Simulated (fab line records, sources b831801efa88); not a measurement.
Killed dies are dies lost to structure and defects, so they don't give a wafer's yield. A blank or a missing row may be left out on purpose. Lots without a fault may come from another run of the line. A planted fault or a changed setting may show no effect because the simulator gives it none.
A struck lot beside a sound one | flow sky130 | 15 steps out of a route of 708
Sound: wafers L496.1, L496.3, L496.5. Struck: wafers L501.1, L501.2, L501.5. The cause comes at the end.
At each step with rows: each side's tool, then ch and its chambers, then its first start. Under that, the readings that differ: sound wafers | struck wafers | difference of the means | sigmas: that difference in standard deviations of wafers without a fault.
alike: readings whose means differ by less than 2 such deviations, and words and numbers that are the same on both sides. not compared: withheld readings, readings that some wafer has no value for, bounds like >300 that may hide the same value, and numbers for which the record gives no deviation and whose values overlap.
The two part at a step that has a row with sigmas, a row that says differs or no value, or rows on one side only. Numbers that don't overlap but have no deviation are shown without sigmas and don't part them. A reading that every wafer of one side lacks parts them only if that side has two wafers or more.

first, 2 steps without rows for these wafers: SKY_NWELL_IMPLANT_12; SKY_NWELL_IMPLANT_13.
SKY_NWELL_STRIP_14: strips in O2/N2.
  sound on plasma_asher-03 ch 0,1, day 6 15:53; struck on plasma_asher-04 ch 0,1, day 7 20:02
  reading                      | sound             | struck            | difference | sigmas
  strip_time_to_endpoint_s (s) | 37.07 36.94 37.05 | 36.81 36.77 36.85 | -0.21      | -2
  alike: drypump_motor_current_A, oes_product_au
  not compared: rf_hours_counter_h
SKY_NWELL_TW_MEAS_15:
  sound on film_metro-02, day 6 15:59; struck on film_metro-02, day 7 20:08
  alike: NWELL_TW
then, 7 steps without rows for these wafers: SKY_NWELL_DEHYDRATE_16 (time 60 s); SKY_NWELL_HMDS_17 (prime time 60 s); SKY_NWELL_COAT_18 (resist thk 3000 nm); SKY_NWELL_SOFTBAKE_19; SKY_NWELL_EXPOSE_20 (exposes mask NWM COMPLEMENT, target cd 840 nm); SKY_NWELL_PEB_21; SKY_NWELL_DEVELOP_22 (develop time 60 s).
SKY_NWELL_OVL_MEAS_23:
  sound on overlay-01, day 7 11:40; struck on overlay-02, day 8 16:20
  alike: NWELL_01_OVL
SKY_NWELL_IMPLANT_24:
  sound on implanter-02 ch 0, day 7 11:42; struck on implanter-02 ch 0, day 8 16:23
  reading            | sound                         | struck                        | difference | sigmas
  dose_ions_cm2      | 9.191e+12 9.201e+12 9.192e+12 | 9.921e+12 9.927e+12 9.919e+12 | +7.277e+11 | +77
  faraday_current_uA | 52.6 53.4 51.2                | 55.9 56.6 57.2                | +4.2       | +4
SKY_NWELL_STRIP_25: strips in O2/N2.
  sound on plasma_asher-04 ch 0,1, day 7 11:51; struck on plasma_asher-03 ch 0,1, day 8 16:32
  alike: drypump_motor_current_A, oes_product_au, strip_time_to_endpoint_s
  not compared: rf_hours_counter_h
-- the record jumps here: 40 days lie between the struck wafers' starts before and after (it left off in module NWELL and takes up again in module PAD_OPEN, whose first step shown is number 708 of the route) --
SKY_PAD_OPEN_PROBE_99:
  sound on prober-01, day 47 23:47; struck on prober-02, day 48 23:41
  reading                                    | sound                        | struck                        | difference | sigmas
  model.etest.pfet_16v.r_on_ohm_um           | 1.555e+04 1.538e+04 1.55e+04 | 1.468e+04 1.433e+04 1.451e+04 | -9.700e+02 |
  model.etest.res_pwell_under_gate.rs_ohm_sq | 2300 2313 2314               | 2182 2177 2186                | -127       |
  model.etest.field_n.vt_v (V)               | 36.02 35.87 35.88            | 37.73 36.85 37.23             | +1.35      |
  alike: killed_at_M0_to_M3, killed_at_M4_up, killed_at_contacts, killed_at_front_end, killed_at_other, killed_dies, killed_open, killed_short

WHERE THEY PART
First at SKY_NWELL_STRIP_14; last, within this record, at SKY_NWELL_IMPLANT_24. Later steps at which nothing parts them and some readings are alike: SKY_NWELL_STRIP_25, SKY_PAD_OPEN_PROBE_99.

WHY: what the simulator had put in
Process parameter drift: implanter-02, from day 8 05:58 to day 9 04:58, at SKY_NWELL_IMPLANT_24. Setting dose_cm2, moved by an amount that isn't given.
